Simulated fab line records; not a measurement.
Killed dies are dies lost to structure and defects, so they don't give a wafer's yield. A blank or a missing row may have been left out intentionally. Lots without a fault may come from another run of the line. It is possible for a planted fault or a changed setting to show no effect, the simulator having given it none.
A struck lot beside a sound one -- flow sky130 -- 15 out of 708 route steps
Sound: the wafers L284.1, L284.2, L284.6. Wafers struck: L271.3, L271.4, L271.6. The cause is named last.
Per side, at each step with rows, come the tool, then ch with its chambers, and then its first start. Under that, the readings that differ: sound wafers -- struck wafers -- difference of the means -- sigmas: that difference in standard deviations of wafers without a fault.
alike: words and numbers the same on both sides, and readings whose means are apart by under 2 such deviations; not compared: readings that were withheld, readings missing a value for some wafer, numbers with overlapping values and no deviation given by the record, and bounds like >300 which may hide the same value.
The two part at a step that has a row with sigmas, a row that says differs or no value, or rows on one side only. Numbers that have no deviation but don't overlap get no sigmas and don't part them. A reading missing from all wafers of one side parts the sides only when that side holds two or more wafers.

SKY_VIA2_STRIP_16: strips in O2/N2.
  sound on plasmaAsher-01 ch 0,1, day 41 22:15; struck on plasmaAsher-02 ch 0,1, day 38 16:31
  alike: drypumpMotorCurrentA, oesProductAu, stripTimeToEndpointS
  not compared: rfHoursCounterH
then, 3 steps without rows for these wafers: SKY_VIA2_STRIP_17 (strips in post etch residue remover, time 1200 s); SKY_VIA2_CLEAN_18 (cleans in IPA, time 180 s); SKY_VIA2_CLEAN_19 (cleans in O3/DIW).
SKY_VIA2_SPUTTER_20: material TiN, target thk 20 nm, time 80 s.
  sound on pvdSputter-02, day 41 23:17; struck on pvdSputter-01, day 38 17:05
  alike: throttleValvePct
SKY_VIA2_CVD_21: deposits W, target thk 420 nm, time 126.4 s.
  sound on cvdW-01 ch 0,1, day 41 23:20; struck on cvdW-02 ch 0,1, day 38 17:11
  alike: heaterPowerW
SKY_VIA2_RS_MEAS_22: the measuring method here is four-point-probe.
  sound on filmMetro-01, day 41 23:28; struck on filmMetro-01, day 38 17:19
  alike: VIA2_W_RS
SKY_VIA2_THK_MEAS_23: measures by xrf.
  sound on filmMetro-01, day 41 23:35; struck on filmMetro-01, day 38 17:25
  alike: VIA2_W_THK
SKY_VIA2_CMP_24: polishes, stops on SiO2, t overpolish 20 s, target thk 0 nm.
  sound on cmp-01 ch 0,1,3, day 41 23:39; struck on cmp-01 ch 0,2,3, day 38 17:33
  alike: motorCurrentA, overpolishRunS, timeToEndpointS
then, 2 steps without rows for these wafers: SKY_METAL3_SPUTTER_00 (material Ti, target thk 15 nm, time 10 s); SKY_METAL3_SPUTTER_01 (material TiN, target thk 20 nm, time 16.7 s).
SKY_METAL3_SPUTTER_02: material AlCu, target thk 735 nm, time 39.1 s.
  sound on pvdSputter-02, day 42 00:00; struck on pvdSputter-03, day 38 17:48
  alike: throttleValvePct
SKY_METAL3_SPUTTER_03: material Ti, target thk 5 nm, time 3.3 s.
  sound on pvdSputter-02, day 42 00:02; struck on pvdSputter-03, day 38 17:50
reading,sound,struck,difference,sigmas
model.Ti_of_METAL3_SPUTTER_03.thkNm (nm),5.103 4.776 4.744,8.067 8.083 8.259,+3.262,
  alike: throttleValvePct
then, 1 step without rows for these wafers: SKY_METAL3_SPUTTER_04 (material TiN, target thk 70 nm, time 58.3 s).
-- the record jumps here: 9 days lie between the struck wafers' starts before and after (it left off in module METAL3 and takes up again in module PAD_OPEN, whose first step shown is number 708 of the route) --
SKY_PAD_OPEN_PROBE_99:
  sound on prober-01, day 50 03:46; struck on prober-01, day 47 13:41
reading,sound,struck,difference,sigmas
defectLimitedYield (%),77.6 84.1 80.3,84.1 85.0 84.8,+4.0,+2
killedDies,110 78 97,78 74 75,-19,-2
sortNPass,382 414 395,414 418 417,+19,+2
sortYieldPct (%),77.6 84.1 80.3,84.1 85.0 84.8,+4.0,+2
  alike: killed_at_M0_to_M3, killed_at_M4_up, killedAtContacts, killedAtFrontEnd, killedAtOther, killedOpen, killedShort, sort_bin_3_pad_short, sort_bin_5_function, sort_bin_6_memory

WHERE THEY PART
Only at SKY_PAD_OPEN_PROBE_99, within this record.

WHY: whatever the simulator had introduced
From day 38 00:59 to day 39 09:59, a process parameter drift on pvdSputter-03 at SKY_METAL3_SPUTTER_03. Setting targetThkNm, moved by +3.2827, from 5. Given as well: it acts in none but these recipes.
